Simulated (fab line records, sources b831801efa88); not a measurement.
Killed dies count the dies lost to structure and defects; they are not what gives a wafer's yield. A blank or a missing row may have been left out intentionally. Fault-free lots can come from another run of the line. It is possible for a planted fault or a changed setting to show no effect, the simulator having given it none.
fab line records :: flow sky130
record:
  lots: 5
  wafers: 15
  lastDay: 50
route steps=708 shown PWDE@55 NWELL@56
lots untouched by any fault: they come from a run of this same line in which no faults occurred
startH: the number of hours between the record's first day and the start of the first shown wafer of the lot :: waitH: hours from the lot's prior step to this one :: " same as the row above :: L1.1+2: a row that stands for several wafers :: - no value present, or no start provided :: * or withheld: withheld :: < > ~ a bound
route shown NAME@n: names a module that has steps shown in the file, with the first one's number in the route :: usual: mean and standard deviation over wafers with no fault :: same: alike in all rows :: chamber/n: place in a boat :: sites: per-site readings :: _std_site: standard deviation across them :: _edge_site: outer sites' mean less inner sites' :: radiusMm: for every site, how far away it sits from the centre of the wafer :: mask NAME#n: copy n :: behind: the most recent tool/chamber to have shaped the wafer :: hold: why the lot went on hold/how many hours it stayed there/how the hold came to an end :: device: transistor that didn't switch, given as n, p or np :: end of line: the same wafers' tests at the end of the route :: for a step that has no rows: nothing shown but its recipe :: killed: dies lost to structure and defects at the first sort, not the wafer's yield :: map: dies across one wafer; x = killed, . = not, _ = none there
set.NAME: the setting the step ran with; set.NAME@STEP: the setting that earlier step ran with :: model.NAME: the simulator's own value behind a step, which no gauge read
lots at some steps of the route; a table a step, a row a wafer
services: from which hour (startH, from the record's first day; less than 0 if before it) a tool's chamber was out of use, for how many hours, and why
== steps ==
step: SKY_PWDE_TW_MEAS_10
usual:
  PWDE_TW: 374/3.2
lot.wafer: L986.2
tool: filmMetro-03
chamber: -
startH: 78.98
waitH: 0.1
PWDE_TW: 372

lot.wafer: L986.3
tool: filmMetro-03
chamber: -
startH: 78.98
waitH: 0.1
PWDE_TW: 371

lot.wafer: L986.5
tool: filmMetro-03
chamber: -
startH: 78.98
waitH: 0.1
PWDE_TW: 373

lot.wafer: L996.3
tool: filmMetro-03
chamber: -
startH: 126.00
waitH: 0.1
PWDE_TW: 370

lot.wafer: L996.5
tool: filmMetro-03
chamber: -
startH: 126.00
waitH: 0.1
PWDE_TW: 370

lot.wafer: L996.6
tool: filmMetro-03
chamber: -
startH: 126.00
waitH: 0.1
PWDE_TW: 369

lot.wafer: L107.2
tool: filmMetro-01
chamber: -
startH: 191.24
waitH: 0.1
PWDE_TW: 372

lot.wafer: L107.3
tool: filmMetro-01
chamber: -
startH: 191.24
waitH: 0.1
PWDE_TW: 372

lot.wafer: L107.4
tool: filmMetro-01
chamber: -
startH: 191.24
waitH: 0.1
PWDE_TW: 372

lot.wafer: L108.1
tool: filmMetro-01
chamber: -
startH: 194.58
waitH: 0.1
PWDE_TW: 373

lot.wafer: L108.3
tool: filmMetro-01
chamber: -
startH: 194.58
waitH: 0.1
PWDE_TW: 370

lot.wafer: L108.5
tool: filmMetro-01
chamber: -
startH: 194.58
waitH: 0.1
PWDE_TW: 371

lot.wafer: L109.1
tool: filmMetro-01
chamber: -
startH: 201.66
waitH: 0.1
PWDE_TW: 370

lot.wafer: L109.2
tool: filmMetro-01
chamber: -
startH: 201.66
waitH: 0.1
PWDE_TW: 368

lot.wafer: L109.4
tool: filmMetro-01
chamber: -
startH: 201.66
waitH: 0.1
PWDE_TW: 370
step: SKY_NWELL_DEHYDRATE_03
recipe:
  tempC: 200
  timeS: 60
step: SKY_NWELL_HMDS_04
recipe:
  primeTimeS: 60
  primeTempC: 120
step: SKY_NWELL_COAT_05
recipe:
  spinRpm: 2000
  resistThkNm: 3000
step: SKY_NWELL_SOFTBAKE_06
recipe:
  tempC: 110
  timeS: withheld
step: SKY_NWELL_EXPOSE_07
recipe:
  maskId: NWM
  na: 0.6
  sourceShape: conventional
  sigmaOuter: 0.6
  polarization: unpolarized
  targetCdNm: 840
  doseMj: 255
step: SKY_NWELL_PEB_08
recipe:
  tempC: 115
  timeS: withheld
step: SKY_NWELL_DEVELOP_09
recipe:
  wallAngleDeg: 90
  developer: TMAH
  developTimeS: 60
  devTempC: 23
step: SKY_NWELL_OVL_MEAS_10
usual:
  NWELL_00_OVL: -1.7/1.4
lot.wafer: L986.2
tool: overlay-01
chamber: -
startH: 95.80
waitH: -
NWELL_00_OVL[nm]: 0.3

lot.wafer: L986.3
tool: overlay-01
chamber: -
startH: 95.80
waitH: -
NWELL_00_OVL[nm]: -0.2

lot.wafer: L986.5
tool: overlay-01
chamber: -
startH: 95.80
waitH: -
NWELL_00_OVL[nm]: 0.4

lot.wafer: L996.3
tool: overlay-01
chamber: -
startH: 145.80
waitH: -
NWELL_00_OVL[nm]: -4.2

lot.wafer: L996.5
tool: overlay-01
chamber: -
startH: 145.80
waitH: -
NWELL_00_OVL[nm]: -3.2

lot.wafer: L996.6
tool: overlay-01
chamber: -
startH: 145.80
waitH: -
NWELL_00_OVL[nm]: -2.9

lot.wafer: L107.2
tool: overlay-01
chamber: -
startH: 213.47
waitH: -
NWELL_00_OVL[nm]: -1.5

lot.wafer: L107.3
tool: overlay-01
chamber: -
startH: 213.47
waitH: -
NWELL_00_OVL[nm]: 0.0

lot.wafer: L107.4
tool: overlay-01
chamber: -
startH: 213.47
waitH: -
NWELL_00_OVL[nm]: -0.9

lot.wafer: L108.1
tool: overlay-02
chamber: -
startH: 216.71
waitH: -
NWELL_00_OVL[nm]: -2.9

lot.wafer: L108.3
tool: overlay-02
chamber: -
startH: 216.71
waitH: -
NWELL_00_OVL[nm]: -3.9

lot.wafer: L108.5
tool: overlay-02
chamber: -
startH: 216.71
waitH: -
NWELL_00_OVL[nm]: -2.4

lot.wafer: L109.1
tool: overlay-01
chamber: -
startH: 223.79
waitH: -
NWELL_00_OVL[nm]: -1.9

lot.wafer: L109.2
tool: overlay-01
chamber: -
startH: 223.79
waitH: -
NWELL_00_OVL[nm]: -0.5

lot.wafer: L109.4
tool: overlay-01
chamber: -
startH: 223.79
waitH: -
NWELL_00_OVL[nm]: -2.3
step: SKY_NWELL_IMPLANT_11
recipe:
  species: P
  energyKev: 400
  doseCm2: 1.9e+13
  tiltDeg: withheld
step: SKY_NWELL_IMPLANT_12
recipe:
  species: P
  energyKev: 120
  doseCm2: 1.3e+12
  tiltDeg: withheld
step: SKY_NWELL_IMPLANT_13
recipe:
  species: P
  energyKev: 50
  doseCm2: 7e+11
  tiltDeg: withheld
step: SKY_NWELL_STRIP_14
recipe:
  chemistry: O2/N2
  powerW: 1400
  pressureMtorr: 1500
  platenTempC: withheld
  o2FlowSccm: 3000
  n2FlowSccm: 300
  overashFraction: 0.5
usual:
  drypumpMotorCurrentA: 5.5/0.36
  oesProductAu: 0.723/0.0049
  stripTimeToEndpointS: 36.90/0.11
lot.wafer: L986.2
tool: plasmaAsher-01
chamber: 0
startH: 96.28
waitH: 0.1
drypumpMotorCurrentA: 5.4
oesProductAu: 0.720
rfHoursCounterH: 40
stripTimeToEndpointS: 36.94
model.coat_of_NWELL_COAT_05.thkNm: 0

lot.wafer: L986.3
tool: plasmaAsher-01
chamber: 1
startH: 96.28
waitH: 0.1
drypumpMotorCurrentA: 5.3
oesProductAu: 0.724
rfHoursCounterH: -
stripTimeToEndpointS: 37.06
model.coat_of_NWELL_COAT_05.thkNm: 0

lot.wafer: L986.5
tool: plasmaAsher-01
chamber: 1
startH: 96.28
waitH: 0.1
drypumpMotorCurrentA: 5.3
oesProductAu: 0.723
rfHoursCounterH: -
stripTimeToEndpointS: 37.01
model.coat_of_NWELL_COAT_05.thkNm: 0

lot.wafer: L996.3
tool: plasmaAsher-02
chamber: 1
startH: 146.31
waitH: 0.1
drypumpMotorCurrentA: 5.9
oesProductAu: 0.959
rfHoursCounterH: -
stripTimeToEndpointS: -
model.coat_of_NWELL_COAT_05.thkNm: 672.9

lot.wafer: L996.5
tool: plasmaAsher-02
chamber: 1
startH: 146.31
waitH: 0.1
drypumpMotorCurrentA: 5.9
oesProductAu: 0.971
rfHoursCounterH: -
stripTimeToEndpointS: -
model.coat_of_NWELL_COAT_05.thkNm: 671.2

lot.wafer: L996.6
tool: plasmaAsher-02
chamber: 0
startH: 146.31
waitH: 0.1
drypumpMotorCurrentA: 5.2
oesProductAu: 0.961
rfHoursCounterH: -
stripTimeToEndpointS: -
model.coat_of_NWELL_COAT_05.thkNm: 672.9

lot.wafer: L107.2
tool: plasmaAsher-01
chamber: 0
startH: 213.95
waitH: 0.1
drypumpMotorCurrentA: 5.4
oesProductAu: 0.719
rfHoursCounterH: 52
stripTimeToEndpointS: 36.86
model.coat_of_NWELL_COAT_05.thkNm: 0

lot.wafer: L107.3
tool: plasmaAsher-01
chamber: 1
startH: 213.95
waitH: 0.1
drypumpMotorCurrentA: 5.3
oesProductAu: 0.721
rfHoursCounterH: -
stripTimeToEndpointS: 36.91
model.coat_of_NWELL_COAT_05.thkNm: 0

lot.wafer: L107.4
tool: plasmaAsher-01
chamber: 0
startH: 213.95
waitH: 0.1
drypumpMotorCurrentA: 5.5
oesProductAu: 0.725
rfHoursCounterH: -
stripTimeToEndpointS: 36.83
model.coat_of_NWELL_COAT_05.thkNm: 0

lot.wafer: L108.1
tool: plasmaAsher-02
chamber: 1
startH: 217.20
waitH: 0.1
drypumpMotorCurrentA: 5.9
oesProductAu: 0.736
rfHoursCounterH: 52
stripTimeToEndpointS: 36.86
model.coat_of_NWELL_COAT_05.thkNm: 0

lot.wafer: L108.3
tool: plasmaAsher-02
chamber: 1
startH: 217.20
waitH: 0.1
drypumpMotorCurrentA: 5.8
oesProductAu: 0.717
rfHoursCounterH: -
stripTimeToEndpointS: 36.89
model.coat_of_NWELL_COAT_05.thkNm: 0

lot.wafer: L108.5
tool: plasmaAsher-02
chamber: 1
startH: 217.20
waitH: 0.1
drypumpMotorCurrentA: 5.9
oesProductAu: 0.728
rfHoursCounterH: -
stripTimeToEndpointS: 36.83
model.coat_of_NWELL_COAT_05.thkNm: 0

lot.wafer: L109.1
tool: plasmaAsher-03
chamber: 1
startH: 224.28
waitH: 0.1
drypumpMotorCurrentA: 6.2
oesProductAu: 0.723
rfHoursCounterH: 43
stripTimeToEndpointS: 36.91
model.coat_of_NWELL_COAT_05.thkNm: 0

lot.wafer: L109.2
tool: plasmaAsher-03
chamber: 0
startH: 224.28
waitH: 0.1
drypumpMotorCurrentA: 5.3
oesProductAu: 0.723
rfHoursCounterH: 43
stripTimeToEndpointS: 37.01
model.coat_of_NWELL_COAT_05.thkNm: 0

lot.wafer: L109.4
tool: plasmaAsher-03
chamber: 0
startH: 224.28
waitH: 0.1
drypumpMotorCurrentA: 5.2
oesProductAu: 0.715
rfHoursCounterH: -
stripTimeToEndpointS: 36.96
model.coat_of_NWELL_COAT_05.thkNm: 0
step: SKY_NWELL_TW_MEAS_15
usual:
  NWELL_TW: 1820/16
lot.wafer: L986.2
tool: filmMetro-04
chamber: -
startH: 96.39
waitH: 0.1
NWELL_TW: 1839

lot.wafer: L986.3
tool: filmMetro-04
chamber: -
startH: 96.39
waitH: 0.1
NWELL_TW: 1847

lot.wafer: L986.5
tool: filmMetro-04
chamber: -
startH: 96.39
waitH: 0.1
NWELL_TW: 1844

lot.wafer: L996.3
tool: filmMetro-04
chamber: -
startH: 146.40
waitH: 0.1
NWELL_TW: 1831

lot.wafer: L996.5
tool: filmMetro-04
chamber: -
startH: 146.40
waitH: 0.1
NWELL_TW: 1823

lot.wafer: L996.6
tool: filmMetro-04
chamber: -
startH: 146.40
waitH: 0.1
NWELL_TW: 1825

lot.wafer: L107.2
tool: filmMetro-04
chamber: -
startH: 214.06
waitH: 0.1
NWELL_TW: 1831

lot.wafer: L107.3
tool: filmMetro-04
chamber: -
startH: 214.06
waitH: 0.1
NWELL_TW: 1840

lot.wafer: L107.4
tool: filmMetro-04
chamber: -
startH: 214.06
waitH: 0.1
NWELL_TW: 1827

lot.wafer: L108.1
tool: filmMetro-01
chamber: -
startH: 217.30
waitH: 0.1
NWELL_TW: 1797

lot.wafer: L108.3
tool: filmMetro-01
chamber: -
startH: 217.30
waitH: 0.1
NWELL_TW: 1808

lot.wafer: L108.5
tool: filmMetro-01
chamber: -
startH: 217.30
waitH: 0.1
NWELL_TW: 1805

lot.wafer: L109.1
tool: filmMetro-04
chamber: -
startH: 224.38
waitH: 0.1
NWELL_TW: 1854

lot.wafer: L109.2
tool: filmMetro-04
chamber: -
startH: 224.38
waitH: 0.1
NWELL_TW: 1843

lot.wafer: L109.4
tool: filmMetro-04
chamber: -
startH: 224.38
waitH: 0.1
NWELL_TW: 1841
step: SKY_NWELL_DEHYDRATE_16
recipe:
  tempC: 200
  timeS: 60
step: SKY_NWELL_HMDS_17
recipe:
  primeTimeS: 60
  primeTempC: 120
step: SKY_NWELL_COAT_18
recipe:
  spinRpm: 2000
  resistThkNm: 3000
step: SKY_NWELL_SOFTBAKE_19
recipe:
  tempC: 110
  timeS: withheld
step: SKY_NWELL_EXPOSE_20
recipe:
  maskId: NWM_COMPLEMENT
  na: 0.6
  sourceShape: conventional
  sigmaOuter: 0.6
  polarization: unpolarized
  targetCdNm: 840
  doseMj: 260
step: SKY_NWELL_PEB_21
recipe:
  tempC: 115
  timeS: withheld
step: SKY_NWELL_DEVELOP_22
recipe:
  wallAngleDeg: 90
  developer: TMAH
  developTimeS: 60
  devTempC: 23
step: SKY_NWELL_OVL_MEAS_23
usual:
  NWELL_01_OVL: -0.1/1.2
lot.wafer: L986.2
tool: overlay-01
chamber: -
startH: 114.25
waitH: -
NWELL_01_OVL[nm]: -0.1

lot.wafer: L986.3
tool: overlay-01
chamber: -
startH: 114.25
waitH: -
NWELL_01_OVL[nm]: 2.0

lot.wafer: L986.5
tool: overlay-01
chamber: -
startH: 114.25
waitH: -
NWELL_01_OVL[nm]: 1.8

lot.wafer: L996.3
tool: overlay-01
chamber: -
startH: 166.16
waitH: -
NWELL_01_OVL[nm]: -0.4

lot.wafer: L996.5
tool: overlay-01
chamber: -
startH: 166.16
waitH: -
NWELL_01_OVL[nm]: 2.2

lot.wafer: L996.6
tool: overlay-01
chamber: -
startH: 166.16
waitH: -
NWELL_01_OVL[nm]: 0.8

lot.wafer: L107.2
tool: overlay-02
chamber: -
startH: 236.50
waitH: -
NWELL_01_OVL[nm]: -0.1

lot.wafer: L107.3
tool: overlay-02
chamber: -
startH: 236.50
waitH: -
NWELL_01_OVL[nm]: -0.7

lot.wafer: L107.4
tool: overlay-02
chamber: -
startH: 236.50
waitH: -
NWELL_01_OVL[nm]: 0.6

lot.wafer: L108.1
tool: overlay-02
chamber: -
startH: 239.99
waitH: -
NWELL_01_OVL[nm]: -0.5

lot.wafer: L108.3
tool: overlay-02
chamber: -
startH: 239.99
waitH: -
NWELL_01_OVL[nm]: -1.5

lot.wafer: L108.5
tool: overlay-02
chamber: -
startH: 239.99
waitH: -
NWELL_01_OVL[nm]: -1.0

lot.wafer: L109.1
tool: overlay-02
chamber: -
startH: 247.51
waitH: -
NWELL_01_OVL[nm]: -0.5

lot.wafer: L109.2
tool: overlay-02
chamber: -
startH: 247.51
waitH: -
NWELL_01_OVL[nm]: -1.8

lot.wafer: L109.4
tool: overlay-02
chamber: -
startH: 247.51
waitH: -
NWELL_01_OVL[nm]: -2.2
step: SKY_NWELL_IMPLANT_24
recipe:
  species: B
  energyKev: 140
  doseCm2: 9.2e+12
  tiltDeg: withheld
step: SKY_NWELL_STRIP_25
recipe:
  chemistry: O2/N2
  powerW: 1400
  pressureMtorr: 1500
  platenTempC: withheld
  o2FlowSccm: 3000
  n2FlowSccm: 300
  overashFraction: 0.5
usual:
  drypumpMotorCurrentA: 5.5/0.35
  oesProductAu: 0.722/0.0046
  stripTimeToEndpointS: 36.89/0.099
lot.wafer: L986.2
tool: plasmaAsher-01
chamber: 0
startH: 114.43
waitH: 0.1
drypumpMotorCurrentA: 5.4
oesProductAu: 0.720
rfHoursCounterH: 42
stripTimeToEndpointS: 36.73

lot.wafer: L986.3
tool: plasmaAsher-01
chamber: 0
startH: 114.43
waitH: 0.1
drypumpMotorCurrentA: 5.5
oesProductAu: 0.723
rfHoursCounterH: -
stripTimeToEndpointS: 36.72

lot.wafer: L986.5
tool: plasmaAsher-01
chamber: 1
startH: 114.43
waitH: 0.1
drypumpMotorCurrentA: 5.3
oesProductAu: 0.727
rfHoursCounterH: -
stripTimeToEndpointS: 36.74

lot.wafer: L996.3
tool: plasmaAsher-01
chamber: 0
startH: 166.36
waitH: 0.1
drypumpMotorCurrentA: 5.4
oesProductAu: 0.733
rfHoursCounterH: -
stripTimeToEndpointS: 46.87

lot.wafer: L996.5
tool: plasmaAsher-01
chamber: 0
startH: 166.36
waitH: 0.1
drypumpMotorCurrentA: 5.4
oesProductAu: 0.725
rfHoursCounterH: -
stripTimeToEndpointS: 46.88

lot.wafer: L996.6
tool: plasmaAsher-01
chamber: 1
startH: 166.36
waitH: 0.1
drypumpMotorCurrentA: 5.3
oesProductAu: 0.725
rfHoursCounterH: -
stripTimeToEndpointS: 46.86

lot.wafer: L107.2
tool: plasmaAsher-02
chamber: 1
startH: 236.68
waitH: 0.1
drypumpMotorCurrentA: 5.9
oesProductAu: 0.724
rfHoursCounterH: 54
stripTimeToEndpointS: 36.95

lot.wafer: L107.3
tool: plasmaAsher-02
chamber: 0
startH: 236.68
waitH: 0.1
drypumpMotorCurrentA: 5.2
oesProductAu: 0.719
rfHoursCounterH: -
stripTimeToEndpointS: 36.95

lot.wafer: L107.4
tool: plasmaAsher-02
chamber: 1
startH: 236.68
waitH: 0.1
drypumpMotorCurrentA: 5.9
oesProductAu: 0.726
rfHoursCounterH: -
stripTimeToEndpointS: 36.87

lot.wafer: L108.1
tool: plasmaAsher-01
chamber: 1
startH: 240.18
waitH: 0.1
drypumpMotorCurrentA: 5.3
oesProductAu: 0.719
rfHoursCounterH: 54
stripTimeToEndpointS: 36.93

lot.wafer: L108.3
tool: plasmaAsher-01
chamber: 0
startH: 240.18
waitH: 0.1
drypumpMotorCurrentA: 5.4
oesProductAu: 0.717
rfHoursCounterH: -
stripTimeToEndpointS: 36.91

lot.wafer: L108.5
tool: plasmaAsher-01
chamber: 1
startH: 240.18
waitH: 0.1
drypumpMotorCurrentA: 5.3
oesProductAu: 0.720
rfHoursCounterH: -
stripTimeToEndpointS: 36.92

lot.wafer: L109.1
tool: plasmaAsher-02
chamber: 1
startH: 247.70
waitH: 0.1
drypumpMotorCurrentA: 5.8
oesProductAu: 0.715
rfHoursCounterH: 55
stripTimeToEndpointS: 36.92

lot.wafer: L109.2
tool: plasmaAsher-02
chamber: 0
startH: 247.70
waitH: 0.1
drypumpMotorCurrentA: 5.2
oesProductAu: 0.713
rfHoursCounterH: 55
stripTimeToEndpointS: 36.87

lot.wafer: L109.4
tool: plasmaAsher-02
chamber: 0
startH: 247.70
waitH: 0.1
drypumpMotorCurrentA: 5.2
oesProductAu: 0.718
rfHoursCounterH: -
stripTimeToEndpointS: 37.06
step: SKY_NWELL_TW_MEAS_26
usual:
  NWELL_2_TW: 496/3.5
lot.wafer: L986.2
tool: filmMetro-03
chamber: -
startH: 114.54
waitH: 0.1
NWELL_2_TW: 497

lot.wafer: L986.3
tool: filmMetro-03
chamber: -
startH: 114.54
waitH: 0.1
NWELL_2_TW: 497

lot.wafer: L986.5
tool: filmMetro-03
chamber: -
startH: 114.54
waitH: 0.1
NWELL_2_TW: 495

lot.wafer: L996.3
tool: filmMetro-04
chamber: -
startH: 166.45
waitH: 0.1
NWELL_2_TW: 172

lot.wafer: L996.5
tool: filmMetro-04
chamber: -
startH: 166.45
waitH: 0.1
NWELL_2_TW: 178

lot.wafer: L996.6
tool: filmMetro-04
chamber: -
startH: 166.45
waitH: 0.1
NWELL_2_TW: 172

lot.wafer: L107.2
tool: filmMetro-03
chamber: -
startH: 236.80
waitH: 0.1
NWELL_2_TW: 493

lot.wafer: L107.3
tool: filmMetro-03
chamber: -
startH: 236.80
waitH: 0.1
NWELL_2_TW: 495

lot.wafer: L107.4
tool: filmMetro-03
chamber: -
startH: 236.80
waitH: 0.1
NWELL_2_TW: 493

lot.wafer: L108.1
tool: filmMetro-03
chamber: -
startH: 240.28
waitH: 0.1
NWELL_2_TW: 496

lot.wafer: L108.3
tool: filmMetro-03
chamber: -
startH: 240.28
waitH: 0.1
NWELL_2_TW: 495

lot.wafer: L108.5
tool: filmMetro-03
chamber: -
startH: 240.28
waitH: 0.1
NWELL_2_TW: 495

lot.wafer: L109.1
tool: filmMetro-01
chamber: -
startH: 247.80
waitH: 0.1
NWELL_2_TW: 493

lot.wafer: L109.2
tool: filmMetro-01
chamber: -
startH: 247.80
waitH: 0.1
NWELL_2_TW: 495

lot.wafer: L109.4
tool: filmMetro-01
chamber: -
startH: 247.80
waitH: 0.1
NWELL_2_TW: 492
step: SKY_NWELL_CLEAN_27
recipe:
  chemistry: SC1/SC2
  mix: 1:4:20
  tempC: 70
  timeS: 150
  dry: n2Spin
== services ==
tool: plasmaAsher-02
chamber: -
startH: 82.08
hours: 0.7
kind: repair

tool: plasmaAsher-02
chamber: -
startH: 122.92
hours: 0.3
kind: repair

tool: plasmaAsher-03
chamber: -
startH: 136.62
hours: 8.8
kind: pm

tool: plasmaAsher-02
chamber: -
startH: 172.03
hours: 2.8
kind: repair
== key ==
firstSign:
  step: SKY_NWELL_STRIP_14
  reading: oesProductAu
  direction: up
  sigmas: 49
  usual: 0.723
  struck: 0.963
effect:
  step: SKY_NWELL_STRIP_25
  reading: stripTimeToEndpointS
  direction: up
  sigmas: 99+
  usual: *
  struck: *
effect:
  step: SKY_NWELL_TW_MEAS_26
  reading: NWELL_2_TW
  direction: down
  sigmas: 93
  usual: 496
  struck: 174
modelEffect:
  step: SKY_NWELL_STRIP_14
  value: coat_of_NWELL_COAT_05.thkNm
  without: 0
  struck: 672.3
metAt SKY_NWELL_STRIP_14
struckWafers L996.3,L996.5,L996.6
rowsEnd L996.3,L996.5,L996.6
fault:
  kind: stripAborted
  tool: plasmaAsher-02
  chamber: -
  onsetH: 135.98
  steps: SKY_NWELL_STRIP_14
  offset: 0.5135
  endH: 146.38
rowsEnd: these wafers met a further fault down the route, and their rows from its step on are left out
